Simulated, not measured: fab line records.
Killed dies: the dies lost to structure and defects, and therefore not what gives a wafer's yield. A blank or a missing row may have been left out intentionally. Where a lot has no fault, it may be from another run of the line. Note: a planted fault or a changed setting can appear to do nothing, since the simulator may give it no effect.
Comparing a struck lot with a sound one -- flow sky130 -- 30 out of 708 route steps
Sound: the wafers L822.1, L822.5, L822.6. The struck wafers were L828.1, L828.2, L828.6. The cause is given at the end.
Order at every step that has rows: each side's tool, ch and its chambers, its first start. Under that, the readings that differ: sound wafers -- struck wafers -- difference of the means -- sigmas: that difference in standard deviations of wafers without a fault.
alike: readings with means less than 2 such deviations apart, plus words and numbers identical on both sides. not compared: withheld readings, readings lacking a value on some wafer, bounds such as >300 that could conceal the same value, and numbers that have no deviation in the record and whose values overlap.
A row with sigmas, a row that says differs or no value, or rows on one side alone: a step with any of these is where the two part. Numbers that don't overlap but have no deviation are shown without sigmas and don't part them. A reading missing from all wafers of one side parts the sides only when that side holds two or more wafers.

SKY_PWDE_STRIP_09: strips in O2/N2.
  sound on plasma asher-03 ch 0,1, day 5 04:24; struck on plasma asher-01 ch 0,1, day 5 23:48
  alike: drypump motor current A, oes product au, strip time to endpoint s
  not compared: rf hours counter h
SKY_PWDE_TW_MEAS_10:
  sound on film metro-03, day 5 04:30; struck on film metro-01, day 5 23:54
reading,sound,struck,difference,sigmas
PWDE_TW,376 374 375,384 384 385,+9,+2
then, 7 steps without rows for these wafers: SKY_NWELL_DEHYDRATE_03 (time 60 s); SKY_NWELL_HMDS_04 (prime time 60 s); SKY_NWELL_COAT_05 (resist thk 3000 nm); SKY_NWELL_SOFTBAKE_06; SKY_NWELL_EXPOSE_07 (exposes mask NWM, target cd 840 nm); SKY_NWELL_PEB_08; SKY_NWELL_DEVELOP_09 (develop time 60 s).
SKY_NWELL_OVL_MEAS_10:
  sound on overlay-01, day 5 22:12; struck on overlay-01, day 6 18:31
  alike: NWELL_00_OVL
then, 2 steps without rows for these wafers: SKY_NWELL_IMPLANT_11; SKY_NWELL_IMPLANT_12.
SKY_NWELL_IMPLANT_13:
  sound on implanter-02 ch 0, day 5 22:32; struck on implanter-02 ch 0, day 6 18:51
reading,sound,struck,difference,sigmas
dose ions cm2,7.001e+11 6.987e+11 6.996e+11,9.744e+11 9.759e+11 9.757e+11,+2.759e+11,+99 or more
faraday current uA,3.97 3.84 3.82,5.48 5.61 5.34,+1.60,+21
SKY_NWELL_STRIP_14: strips in O2/N2.
  sound on plasma asher-03 ch 0,1, day 5 22:41; struck on plasma asher-03 ch 0,1, day 6 19:00
  alike: drypump motor current A, oes product au, strip time to endpoint s
  not compared: rf hours counter h
SKY_NWELL_TW_MEAS_15:
  sound on film metro-01, day 5 22:49; struck on film metro-01, day 6 19:06
  alike: NWELL_TW
then, 7 steps without rows for these wafers: SKY_NWELL_DEHYDRATE_16 (time 60 s); SKY_NWELL_HMDS_17 (prime time 60 s); SKY_NWELL_COAT_18 (resist thk 3000 nm); SKY_NWELL_SOFTBAKE_19; SKY_NWELL_EXPOSE_20 (exposes mask NWM COMPLEMENT, target cd 840 nm); SKY_NWELL_PEB_21; SKY_NWELL_DEVELOP_22 (develop time 60 s).
SKY_NWELL_OVL_MEAS_23:
  sound on overlay-01, day 6 17:13; struck on overlay-01, day 7 14:52
  alike: NWELL_01_OVL
then, 1 step without rows for these wafers: SKY_NWELL_IMPLANT_24.
SKY_NWELL_STRIP_25: strips in O2/N2.
  sound on plasma asher-04 ch 0,1, day 6 17:24; struck on plasma asher-03 ch 0,1, day 7 16:12
  alike: drypump motor current A, oes product au, strip time to endpoint s
  not compared: rf hours counter h
SKY_NWELL_TW_MEAS_26:
  sound on film metro-03, day 6 17:30; struck on film metro-02, day 7 16:18
  alike: NWELL_2_TW
then, 1 step without rows for these wafers: SKY_NWELL_CLEAN_27 (cleans in SC1/SC2, time 150 s).
SKY_NWELL_RTA_28: time 30 s.
  sound on rtp anneal-01 ch 0, day 6 17:37; struck on rtp anneal-01 ch 0, day 7 16:25
  alike: lamp power pct, wafer_temp_C_max
SKY_NWELL_RS_MEAS_29: a four-point-probe measurement.
  sound on film metro-02, day 6 17:43; struck on film metro-01, day 7 16:37
reading,sound,struck,difference,sigmas
NWELL_RS (ohm/sq),627.5 626.9 626.4,617.5 618.9 616.7,-9.2,-6
-- the record jumps here: 40 days lie between the struck wafers' starts before and after (it left off in module NWELL and takes up again in module PAD_OPEN, whose first step shown is number 708 of the route) --
SKY_PAD_OPEN_PROBE_99:
  sound on prober-02, day 47 02:25; struck on prober-01, day 48 02:22
reading,sound,struck,difference,sigmas
model.etest.nfet_16v.r on ohm um,1.425e+04 1.424e+04 1.435e+04,1.391e+04 1.402e+04 1.402e+04,-2.967e+02,
model.etest.pfet g5v0d10v5.r on ohm um,4653 4671 4648,4890 4829 4831,+193,
model.etest.tip_p_5v.rs ohm sq,2840 2828 2858,2901 2896 2888,+53,
model.etest.pfet g5v0d10v5.drive ua um,347.1 348.6 352.8,333 333.6 334.1,-16,
model.etest.pfet_01v8_lvt.drive ua um,178.5 181.3 179.1,165.3 164.9 166.5,-14.1,
model.etest.pfet_01v8_lvt.off log10 a um,-8.674 -8.657 -8.593,-10.02 -10.16 -9.958,-1.40,
model.etest.pfet g5v0d10v5.off log10 a um,-12.18 -12.08 -12.01,-13.52 -13.29 -13.41,-1.32,
model.etest.pfet g5v0d10v5.vt sat v (V),-0.6085 -0.5833 -0.5759,-0.7547 -0.7389 -0.7352,-0.1537,
  alike: killed_at_M0_to_M3, killed_at_M4_up, killed at contacts, killed at front end, killed at other, killed dies, killed open, killed short

## WHERE THEY PART
At SKY_PWDE_TW_MEAS_10 first; at SKY_NWELL_RS_MEAS_29 last (within this record only). Later steps at which nothing parts them and some readings are alike: SKY_PAD_OPEN_PROBE_99.

WHY: what the simulator had put in
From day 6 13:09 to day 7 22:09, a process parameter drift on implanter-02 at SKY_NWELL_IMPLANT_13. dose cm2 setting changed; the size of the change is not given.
